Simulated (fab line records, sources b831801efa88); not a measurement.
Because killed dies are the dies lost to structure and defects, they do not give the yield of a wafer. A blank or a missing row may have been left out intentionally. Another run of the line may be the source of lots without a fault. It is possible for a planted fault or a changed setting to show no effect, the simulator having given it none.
Chamber matching | flow sky130 | 4 sister chambers for SKY_VIA2_ETCH_14 on rie-diel-02
The step etches BARC in N2/H2, stops on SiO2, time 45.9 s, target depth 60 nm. 18 wafers are shown with their chamber, then 9 later ones without.

== WAFERS, EACH WITH ITS CHAMBER ==
wafer  | chamber | drypump-motor-current-A (A) | throttle-valve-pct (%) | oes-product-au (a.u.)
L074.1 | 0       | 5.2                         | 13.220                 | 0.848
L074.2 | 1       | 6.1                         | 13.232                 | 0.847
L074.4 | 3       | 5.0                         | 13.226                 | 0.850
L077.3 | 2       | 6.1                         | 13.232                 | 0.871
L077.4 | 3       | 5.0                         | 13.216                 | 0.858
L077.5 | 1       | 6.1                         | 13.222                 | 0.856
L081.3 | 0       | 5.2                         | 13.228                 | 0.860
L081.4 | 2       | 6.2                         | 13.251                 | 0.860
L081.5 | 0       | 5.2                         | 13.229                 | 0.862
L084.3 | 1       | 6.1                         | 13.235                 | 0.850
L084.4 | 0       | 5.2                         | 13.210                 | 0.850
L084.6 | 3       | 5.0                         | 13.217                 | 0.856
L087.1 | 0       | 5.1                         | 13.213                 | 0.851
L087.2 | 2       | 6.1                         | 13.214                 | 0.856
L087.4 | 3       | 5.0                         | 13.227                 | 0.849
L089.1 | 2       | 6.2                         | 13.247                 | 0.854
L089.3 | 1       | 6.1                         | 13.211                 | 0.857
L089.4 | 3       | 5.0                         | 13.205                 | 0.847

SIGNATURES (means of the wafers above)
reading                 | chamber 0 | chamber 1 | chamber 2 | chamber 3 | scatter within a chamber
drypump-motor-current-A | 5.180     | 6.100     | 6.150     | 5.000     | 0.0359
throttle-valve-pct      | 13.22000  | 13.22500  | 13.23600  | 13.21820  | 0.0114
oes-product-au          | 0.85420   | 0.85250   | 0.86025   | 0.85200   | 0.00593
Rule: a wafer's distance from a chamber is the root of the sum, over the readings, of the square of ((its reading less the chamber's mean) divided by the reading's scatter). If the next closest chamber is less than 2 further off than the closest, the wafer can't be placed; otherwise it belongs to the closest. The scatter is the square root of a quotient: the sum, over the shown wafers, of each reading's squared deviation from its chamber's mean, divided by wafers minus chambers.

== WAFERS WITH NO CHAMBER GIVEN ==
wafer  | drypump-motor-current-A (A) | throttle-valve-pct (%) | oes-product-au (a.u.)
L091.1 | 5.0                         | 13.228                 | 0.852
L091.4 | 6.1                         | 13.215                 | 0.855
L091.6 | 5.0                         | 13.218                 | 0.856
L096.1 | 6.1                         | 13.215                 | 0.868
L096.2 | 5.1                         | 13.211                 | 0.849
L096.5 | 5.2                         | 13.223                 | 0.864
L095.4 | 6.1                         | 13.245                 | 0.849
L095.5 | 6.1                         | 13.213                 | 0.855
L095.6 | 6.2                         | 13.236                 | 0.847

== CHAMBER TAKEN BY EACH ==
wafer  | from the rows above     | in truth
L091.1 | 3                       | 3
L091.4 | can't be placed: 1 or 2 | 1
L091.6 | 3                       | 3
L096.1 | can't be placed: 2 or 1 | 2
L096.2 | can't be placed: 0 or 3 | 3
L096.5 | 0                       | 0
L095.4 | can't be placed: 1 or 2 | 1
L095.5 | can't be placed: 1 or 2 | 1
L095.6 | can't be placed: 2 or 1 | 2
3 of 9 placed correctly. Cannot be placed on the basis of these rows: 6; the candidates contain the true chamber in 6. Number placed wrongly: 0.
